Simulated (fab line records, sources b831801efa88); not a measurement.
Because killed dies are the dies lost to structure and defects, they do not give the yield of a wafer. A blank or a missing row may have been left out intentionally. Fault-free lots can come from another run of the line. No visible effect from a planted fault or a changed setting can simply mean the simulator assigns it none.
fab line records	flow sky130
record: lots: 15	wafers: 41	last-day: 50
route steps=708 shown FIELD_ISO@25 VT_ADJUST_LVTN@107 POLY_GATE@218 PAD_OPEN@708
lots untouched by any fault: they come from a run of this same line in which no faults occurred
start-h: hours from the record's opening day to when the first of the lot's shown wafers began	wait-h: time in hours since the lot's previous step	" the same as in the row above	L1.1+2: several wafers, shown together as one row	- value missing, or start not given	* or withheld: withheld	< > ~ a bound
route shown NAME@n: NAME is a module with steps in the file, n the number in the route of the first one	usual: average and standard deviation across the fault-free wafers	same: alike in all rows	chamber/n: place in a boat	sites: the reading at each site	_std_site: the standard deviation of these	_edge_site: inner sites' mean taken away from outer sites' mean	radius-mm: for every site, how far away it sits from the centre of the wafer	mask NAME#n: copy n	behind: the last tool/chamber to shape the wafer	hold: why the lot was held/for how many hours/how that ended	device: transistor that didn't switch, given as n, p or np	end of line: the tests these same wafers got at the end of their route	for a step that has no rows: nothing shown but its recipe	killed: dies lost to structure and defects at the first sort, not the wafer's yield	map: the dies of a wafer, with x for killed, . for not killed, _ for no die there
set.NAME: the setting as run; set.NAME@STEP: as run at that earlier step	model.NAME: the simulator's own value behind a step, which no gauge read
steps of the route over a sample of lots; a table a step, a row a wafer
services: the hour from which a tool's chamber was out of use, counted from the record's first day as start-h (under 0 if before that day), plus the number of hours and why
== steps ==
step: SKY_FIELD_ISO_CVD_24
recipe: material: SiO2	target-thk-nm: 595	temp-c: 650	sigma-open-frac: 0.3	time-s: 99.2	sih4-flow-sccm: 60	pressure-mtorr: 6
lot.wafer	tool	chamber	start-h	wait-h
L102.3+5+6	hdpcvd-01	1,2,0	53.05	0.0
L101.1+3+5	hdpcvd-02	2,0,2	53.40	0.1
L103.1+4+5	hdpcvd-01	0,2,1	54.22	0.1
L104.1+2+4	hdpcvd-01	2,1,1	54.29	0.1
L105.1+3+4	hdpcvd-02	2,0,1	54.29	0.1
L106.4	hdpcvd-01	2	61.28	0.1
L107.3	hdpcvd-01	2	64.09	0.0
L112.1+3+5	hdpcvd-02	1,2,1	90.02	0.1
L114.3+4+6	hdpcvd-02	0,0,1	97.96	0.0
L116.1+2+3	hdpcvd-02	0,1,2	108.14	0.1
L117.1+2+6	hdpcvd-02	1,2,0	114.78	0.1
L119.1+4+6	hdpcvd-02	0,0,1	126.39	0.1
L120.1+2+4	hdpcvd-02	0,2,0	130.58	0.1
L121.2+3+4	hdpcvd-02	1,0,1	138.30	0.0
L124.2+3+6	hdpcvd-02	2,1,2	151.33	0.0
step: SKY_FIELD_ISO_THK_MEAS_25
recipe: reads: SiO2_of_FIELD_ISO_CVD_24
usual: FIELD_ISO_CVD_24_THK: 596/6
lot.wafer	tool	chamber	start-h	wait-h	FIELD_ISO_CVD_24_THK[nm]
L102.3	film-metro-03	-	53.14	0.1	591
L102.5	"	-	"	"	597
L102.6	"	-	"	"	596
L101.1	film-metro-01	-	53.47	0.0	596
L101.3	"	-	"	"	597
L101.5	"	-	"	"	598
L103.1	film-metro-01	-	54.29	0.0	603
L103.4	"	-	"	"	498
L103.5	"	-	"	"	593
L104.1	film-metro-03	-	54.37	0.0	499
L104.2	"	-	"	"	600
L104.4	"	-	"	"	593
L105.1	film-metro-04	-	54.37	0.0	582
L105.3	"	-	"	"	593
L105.4	"	-	"	"	591
L106.4	film-metro-03	-	61.35	0.0	493
L107.3	film-metro-04	-	64.18	0.1	502
L112.1	film-metro-01	-	90.09	0.0	590
L112.3	"	-	"	"	598
L112.5	"	-	"	"	585
L114.3	film-metro-04	-	98.05	0.1	597
L114.4	"	-	"	"	593
L114.6	"	-	"	"	590
L116.1	film-metro-01	-	108.21	0.0	592
L116.2	"	-	"	"	601
L116.3	"	-	"	"	600
L117.1	film-metro-04	-	114.85	0.0	596
L117.2	"	-	"	"	604
L117.6	"	-	"	"	605
L119.1	film-metro-01	-	126.47	0.0	591
L119.4	"	-	"	"	596
L119.6	"	-	"	"	588
L120.1	film-metro-04	-	130.65	0.0	590
L120.2	"	-	"	"	586
L120.4	"	-	"	"	585
L121.2	film-metro-04	-	138.38	0.0	592
L121.3	"	-	"	"	597
L121.4	"	-	"	"	591
L124.2	film-metro-04	-	151.42	0.0	597
L124.3	"	-	"	"	593
L124.6	"	-	"	"	599
step: SKY_VT_ADJUST_LVTN_TW_MEAS_10
usual: VT_ADJUST_LVTN_TW: 242/3.6
lot.wafer	tool	chamber	start-h	wait-h	VT_ADJUST_LVTN_TW
L102.3	film-metro-03	-	170.50	0.1	240
L102.5	"	-	"	"	241
L102.6	"	-	"	"	242
L105.1	film-metro-02	-	171.13	0.1	247
L105.3	"	-	"	"	248
L105.4	"	-	"	"	247
L101.1	film-metro-02	-	171.69	0.1	246
L101.3	"	-	"	"	248
L101.5	"	-	"	"	249
L103.1	film-metro-03	-	172.43	0.1	241
L103.4	"	-	"	"	242
L103.5	"	-	"	"	241
L104.1	film-metro-02	-	174.64	0.1	249
L104.2	"	-	"	"	249
L104.4	"	-	"	"	247
L106.4	film-metro-04	-	185.66	0.1	240
L107.3	film-metro-04	-	185.81	0.1	238
L112.1	film-metro-02	-	217.78	0.1	247
L112.3	"	-	"	"	247
L112.5	"	-	"	"	247
L114.3	film-metro-04	-	228.05	0.1	238
L114.4	"	-	"	"	238
L114.6	"	-	"	"	237
L116.1	film-metro-02	-	241.88	0.1	244
L116.2	"	-	"	"	245
L116.3	"	-	"	"	245
L117.1	film-metro-02	-	246.08	0.1	244
L117.2	"	-	"	"	247
L117.6	"	-	"	"	245
L119.1	film-metro-03	-	266.53	0.1	241
L119.4	"	-	"	"	240
L119.6	"	-	"	"	241
L120.1	film-metro-04	-	273.63	0.1	238
L120.2	"	-	"	"	237
L120.4	"	-	"	"	239
L121.2	film-metro-03	-	279.84	0.1	240
L121.3	"	-	"	"	240
L121.4	"	-	"	"	240
L124.2	film-metro-02	-	296.29	0.1	245
L124.3	"	-	"	"	247
L124.6	"	-	"	"	245
step: SKY_VT_ADJUST_LVTN_OVL_MEAS_18
usual: VT_ADJUST_LVTN_01_OVL: 2.2/1.4
lot.wafer	tool	chamber	start-h	wait-h	VT_ADJUST_LVTN_01_OVL[nm]
L102.3	overlay-02	-	191.61	0.1	2.6
L102.5	"	-	"	"	1.7
L102.6	"	-	"	"	1.9
L105.1	overlay-02	-	192.30	0.1	1.3
L105.3	"	-	"	"	2.6
L105.4	"	-	"	"	2.8
L101.1	overlay-02	-	192.60	0.1	2.4
L101.3	"	-	"	"	3.8
L101.5	"	-	"	"	5.1
L103.1	overlay-02	-	193.80	0.1	0.9
L103.4	"	-	"	"	2.3
L103.5	"	-	"	"	2.8
L104.1	overlay-02	-	195.75	0.1	0.9
L104.2	"	-	"	"	2.5
L104.4	"	-	"	"	2.3
L106.4	overlay-02	-	206.82	0.1	2.2
L107.3	overlay-02	-	207.71	0.1	0.5
L112.1	overlay-02	-	240.10	0.1	3.0
L112.3	"	-	"	"	6.4
L112.5	"	-	"	"	3.8
L114.3	overlay-02	-	252.47	0.1	2.2
L114.4	"	-	"	"	2.6
L114.6	"	-	"	"	4.4
L116.1	overlay-01	-	266.65	0.1	2.0
L116.2	"	-	"	"	-0.2
L116.3	"	-	"	"	1.2
L117.1	overlay-01	-	270.75	0.1	1.1
L117.2	"	-	"	"	2.0
L117.6	"	-	"	"	0.6
L119.1	overlay-02	-	292.35	0.1	1.3
L119.4	"	-	"	"	1.1
L119.6	"	-	"	"	0.7
L120.1	overlay-01	-	298.95	0.1	0.0
L120.2	"	-	"	"	1.7
L120.4	"	-	"	"	2.1
L121.2	overlay-01	-	305.76	0.1	5.1
L121.3	"	-	"	"	4.7
L121.4	"	-	"	"	3.1
L124.2	overlay-01	-	323.65	0.1	2.9
L124.3	"	-	"	"	3.4
L124.6	"	-	"	"	4.5
step: SKY_POLY_GATE_THK_MEAS_04
recipe: reads: Si3N4_of_POLY_GATE_CVD_03
usual: POLY_GATE_CVD_03_THK: 75.3/0.82
lot.wafer	tool	chamber	start-h	wait-h	POLY_GATE_CVD_03_THK[nm]
L102.3	film-metro-04	-	384.52	0.0	76.3
L102.5	"	-	"	"	75.6
L102.6	"	-	"	"	75.5
L105.1	film-metro-02	-	386.54	0.0	75.2
L105.3	"	-	"	"	74.9
L105.4	"	-	"	"	74.7
L101.1	film-metro-01	-	391.26	0.0	74.3
L101.3	"	-	"	"	74.5
L101.5	"	-	"	"	74.6
L103.1	film-metro-04	-	391.29	0.0	76.2
L103.4	"	-	"	"	75.8
L103.5	"	-	"	"	75.9
L104.1	film-metro-02	-	397.55	0.0	75.4
L104.2	"	-	"	"	74.5
L104.4	"	-	"	"	75.8
L107.3	film-metro-04	-	408.35	0.0	76.0
L106.4	film-metro-02	-	408.36	0.0	76.3
L112.1	film-metro-02	-	447.54	0.0	75.1
L112.3	"	-	"	"	75.0
L112.5	"	-	"	"	74.4
L114.3	film-metro-01	-	464.46	0.0	75.4
L114.4	"	-	"	"	73.8
L114.6	"	-	"	"	74.8
L116.1	film-metro-02	-	482.42	0.0	75.1
L116.2	"	-	"	"	75.9
L116.3	"	-	"	"	75.5
L117.1	film-metro-01	-	490.27	0.0	75.2
L117.2	"	-	"	"	75.5
L117.6	"	-	"	"	75.3
L119.1	film-metro-01	-	509.41	0.0	73.8
L119.4	"	-	"	"	74.0
L119.6	"	-	"	"	74.1
L120.1	film-metro-02	-	515.77	0.0	73.8
L120.2	"	-	"	"	73.1
L120.4	"	-	"	"	73.8
L121.2	film-metro-02	-	530.01	0.0	75.8
L121.3	"	-	"	"	75.3
L121.4	"	-	"	"	75.5
L124.2	film-metro-04	-	545.38	0.0	75.1
L124.3	"	-	"	"	75.9
L124.6	"	-	"	"	75.8
step: SKY_PAD_OPEN_PROBE_99
usual: killed_at_M0_to_M3: 44/6.7	killed_at_M4_up: 3.1/1.8	killed-at-contacts: 24/5.1	killed-at-front-end: 16/4.7	killed-at-other: 0.3/0.59	killed-dies: 88/9.6	killed-open: 48/7.3	killed-short: 39/6.5
same: gross-dies: 492	killed-at-back-side: 0
lot.wafer	tool	chamber	start-h	wait-h	killed_at_M0_to_M3	killed_at_M4_up	killed-at-contacts	killed-at-front-end	killed-at-other	killed-dies	killed-open	killed-short
L116.1	prober-02	-	1164.52	0.1	30	2	31	18	0	81	42	39
L116.2	prober-02	-	1164.57	0.1	31	6	23	17	2	79	34	43
L116.3	prober-02	-	1164.62	0.2	37	1	27	17	1	83	44	38
killed by level:class
L116.1 CONTACT:geometric-particle:open=11 FIELD_ISO:geometric-particle:short=8 VIA3:geometric-particle:open=7 LI_CONTACT:geometric-particle:open=6 CONTACT:geometric-particle:short=5 VIA1:geometric-particle:open=5 METAL2:geometric-particle:short=5 LOCAL_INTERCONNECT:geometric-particle:short=4
L116.2 CONTACT:geometric-particle:open=8 LOCAL_INTERCONNECT:geometric-particle:short=7 FIELD_ISO:geometric-particle:short=6 VIA1:geometric-particle:open=6 METAL4:geometric-particle:short=6 VIA2:geometric-particle:open=5 VIA1:geometric-particle:short=5 CONTACT:geometric-particle:short=4
L116.3 CONTACT:geometric-particle:open=10 METAL2:geometric-particle:short=7 LOCAL_INTERCONNECT:geometric-particle:short=6 VIA1:geometric-particle:open=6 VIA3:geometric-particle:open=5 VIA3:geometric-particle:short=5 FIELD_ISO:geometric-particle:open=4 FIELD_ISO:geometric-particle:short=4
== services ==
tool	chamber	start-h	hours	kind
hdpcvd-01	0	31.78	5.5	repair
hdpcvd-02	2	57.21	6.5	repair
hdpcvd-02	-	66.75	15.0	pm
hdpcvd-02	0	66.75	15.0	vent-cycle
hdpcvd-02	1	66.75	15.0	vent-cycle
hdpcvd-02	2	66.75	15.0	vent-cycle
hdpcvd-02	0	81.75	-	clean
hdpcvd-02	1	81.75	-	clean
hdpcvd-02	2	81.75	-	clean
== key ==
first-sign: step: SKY_FIELD_ISO_THK_MEAS_25	reading: FIELD_ISO_CVD_24_THK	direction: down	sigmas: 16	usual: 596	struck: 498
effect none on later readings
met-at SKY_FIELD_ISO_CVD_24
struck-lots L103,L104,L106,L107
struck-wafers L103.4,L104.1,L106.4,L107.3
rows-end L106.4,L107.3
tester-left-out L103,L104
not-acting-at SKY_VT_ADJUST_LVTN_TW_MEAS_10,SKY_VT_ADJUST_LVTN_OVL_MEAS_18,SKY_POLY_GATE_THK_MEAS_04
fault: kind: site-profile-drift	tool: hdpcvd-01	chamber: 2	onset-h: 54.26	steps: SKY_FIELD_ISO_CVD_24	basis: fraction	max-abs-drift: 0.3935	slope-share-per-hr: 87.444	site-pattern: 0,0,0,0,0,-1,-1,-1,-1
tester-left-out: of these lots the tester's yield and bins aren't shown, on N5 and GAA mostly nor the transistor test; their killed dies are dies lost to structure and defects alone, not to doping, threshold or leakage, so they don't give the yield
rows-end: these wafers met a further fault down the route, and their rows from its step on are left out
